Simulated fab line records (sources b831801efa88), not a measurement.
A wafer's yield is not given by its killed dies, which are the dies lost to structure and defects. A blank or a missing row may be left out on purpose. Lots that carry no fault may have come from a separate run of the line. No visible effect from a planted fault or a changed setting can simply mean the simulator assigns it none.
The tool behind it: which one?    flow gf180mcu    36 wafers from 12 lots sampled at 2 of the route's 602 steps

== WHAT EACH GAUGE READ, for each wafer ==
GF_M3_CD_MEAS_14 targets a cd of 280 nm. Usual: 280.6 nm for cd_nm, sd 1.
lot   measured      on         cd_nm (nm)         flag
L255  day 21 13:32  cd_sem-02  277.5 278.4 278.9  
L257  day 22 19:36  cd_sem-01  280.6 280.9 281.1  
L259  day 23 09:23  cd_sem-01  280.9 280.1 278.7  
L263  day 24 21:39  cd_sem-01  282.1 282.1 281.8  
L265  day 25 13:15  cd_sem-02  281.4 281.5 281.6  
L270  day 27 01:43  cd_sem-02  281.5 280.0 280.6  
L272  day 27 13:44  cd_sem-01  278.5 279.6 279.1  
L273  day 27 22:29  cd_sem-01  280.7 280.0 279.2  
L275  day 28 13:30  cd_sem-02  279.8 280.7 280.0  
L276  day 28 19:23  cd_sem-01  280.3 281.1 279.3  
L277  day 29 07:29  cd_sem-02  281.3 281.5 281.0  
L278  day 29 14:19  cd_sem-01  281.0 281.7 282.3  

== TOOL THAT RAN EACH LOT (tool first, then ch and the chambers of the sampled wafers, then the start) ==
lot   GF_V2_CVD_02
L255  pecvd-02 ch 0,2, day 19 10:29
L257  pecvd-02 ch 0,1,2, day 20 17:54
L259  pecvd-03 ch 1,2, day 21 08:38
L263  pecvd-03 ch 0,2, day 22 22:08
L265  pecvd-03 ch 0,1,2, day 23 13:52
L270  pecvd-04 ch 0,1,2, day 25 03:56
L272  pecvd-02 ch 0,2, day 25 17:09
L273  pecvd-02 ch 0,1,2, day 26 01:47
L275  pecvd-03 ch 0,1,2, day 26 16:15
L276  pecvd-04 ch 0,1, day 26 23:11
L277  pecvd-04 ch 0,2, day 27 11:34
L278  pecvd-02 ch 0,1,2, day 27 20:05
- GF_V2_CVD_02: deposits SiO2 from TEOS, target thk 850 nm, time 94.851 s.

== WHAT THE TOOLS THEMSELVES READ (means of the sampled wafers that have a number; where no wafer has one, the mark that the record gives instead) ==
GF_V2_CVD_02. Usual: heater_power_w 621 W, standard deviation 110; rf_fwd_power_W 597.2 W, standard deviation 1.9.
lot   tool      heater_power_w (W)  rf_fwd_power_W (W)  flag
L255  pecvd-02  582                 597.7               
L257  pecvd-02  660                 598.7               
L259  pecvd-03  511                 597.9               
L263  pecvd-03  598                 597.5               
L265  pecvd-03  582                 597.1               
L270  pecvd-04  682                 597.5               
L272  pecvd-02  721                 595.9               
L273  pecvd-02  694                 596.4               
L275  pecvd-03  537                 596.7               
L276  pecvd-04  773                 600.3               
L277  pecvd-04  720                 594.7               
L278  pecvd-02  625                 596.7               

== THE ANSWER, worked out from the rows above alone ==
Rule: a lot is off if the mean of its wafers that have a number lies more than 3 standard deviations from the usual mean. Also off: a lot with no number at a reading for which 4 or more lots have one. Any other lot the step has rows for is counted as sound. Order of review: gauges by route order, followed by the tools' own readings, for which a lot's mean as printed above is used. At the first step where some lot is off, the reading lying furthest off is the one used; lots without a number count as furthest.
Across all readings shown, no lot is off: no conclusion can be drawn from this.

== WHAT THE SIMULATOR HAD PUT IN ==
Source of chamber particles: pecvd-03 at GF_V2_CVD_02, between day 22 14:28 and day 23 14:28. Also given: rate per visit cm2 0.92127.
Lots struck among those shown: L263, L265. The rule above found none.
